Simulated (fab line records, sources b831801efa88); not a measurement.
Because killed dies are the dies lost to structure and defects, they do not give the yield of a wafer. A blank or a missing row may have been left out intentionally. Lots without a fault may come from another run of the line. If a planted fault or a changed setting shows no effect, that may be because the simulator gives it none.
What tool caused it? / flow sky130 / Sampling: 7 lots, 21 wafers, 2 of 708 route steps

WHAT EACH GAUGE READ, for each wafer
SKY_POLY_GATE_THK_MEAS_21.
lot=L808; measured=day 18 21:02; on=filmMetro-04; POLY_GATE_OXIDATION_THK (nm)=3.90 4.06 4.08
lot=L814; measured=day 20 12:49; on=filmMetro-02; POLY_GATE_OXIDATION_THK (nm)=4.09 4.07 4.14
lot=L817; measured=day 21 08:02; on=filmMetro-01; POLY_GATE_OXIDATION_THK (nm)=3.97 3.88 3.83
lot=L820; measured=day 22 10:44; on=filmMetro-04; POLY_GATE_OXIDATION_THK (nm)=3.99 4.01 4.07
lot=L823; measured=day 23 13:26; on=filmMetro-04; POLY_GATE_OXIDATION_THK (nm)=3.95 3.91 3.97
lot=L825; measured=day 24 10:17; on=filmMetro-01; POLY_GATE_OXIDATION_THK (nm)=3.98 3.99 3.90
lot=L828; measured=day 25 01:02; on=filmMetro-02; POLY_GATE_OXIDATION_THK (nm)=4.05 3.99 4.05

WHICH TOOL RAN EACH LOT (tool, then ch and the chambers of the sampled wafers, then the start)
lot=L808; SKY_VT_ADJUST_LVTN_STRIP_09=plasmaAsher-01 ch 0,1, day 8 06:32
lot=L814; SKY_VT_ADJUST_LVTN_STRIP_09=plasmaAsher-01 ch 0,1, day 9 13:46
lot=L817; SKY_VT_ADJUST_LVTN_STRIP_09=plasmaAsher-01 ch 0,1, day 10 04:17
lot=L820; SKY_VT_ADJUST_LVTN_STRIP_09=plasmaAsher-02 ch 0,1, day 11 01:47
lot=L823; SKY_VT_ADJUST_LVTN_STRIP_09=plasmaAsher-03 ch 0,1, day 12 02:26
lot=L825; SKY_VT_ADJUST_LVTN_STRIP_09=plasmaAsher-03 ch 0,1, day 12 15:44
lot=L828; SKY_VT_ADJUST_LVTN_STRIP_09=plasmaAsher-01 ch 0,1, day 13 08:11
- SKY_VT_ADJUST_LVTN_STRIP_09: strips in O2/N2.

THE ANSWER, worked out from the rows above alone
Rule: the lots themselves supply what counts as usual. Put in order of their means at a reading, lots are off if they are a third of the lots or fewer, leave a main group of 4 or more, and stand apart from it by a gap of 3 or more times the standard deviation of the main group's means; of several such gaps the widest counts. Not used: any main group whose means are identical at the precision the tables above print for the reading. A lot without any number at a reading at which 4 lots or more have one is off too. The other lots that the step has rows for count as sound.
None of the lots is off at any reading shown; this tells nothing.

WHAT THE SIMULATOR PUT IN
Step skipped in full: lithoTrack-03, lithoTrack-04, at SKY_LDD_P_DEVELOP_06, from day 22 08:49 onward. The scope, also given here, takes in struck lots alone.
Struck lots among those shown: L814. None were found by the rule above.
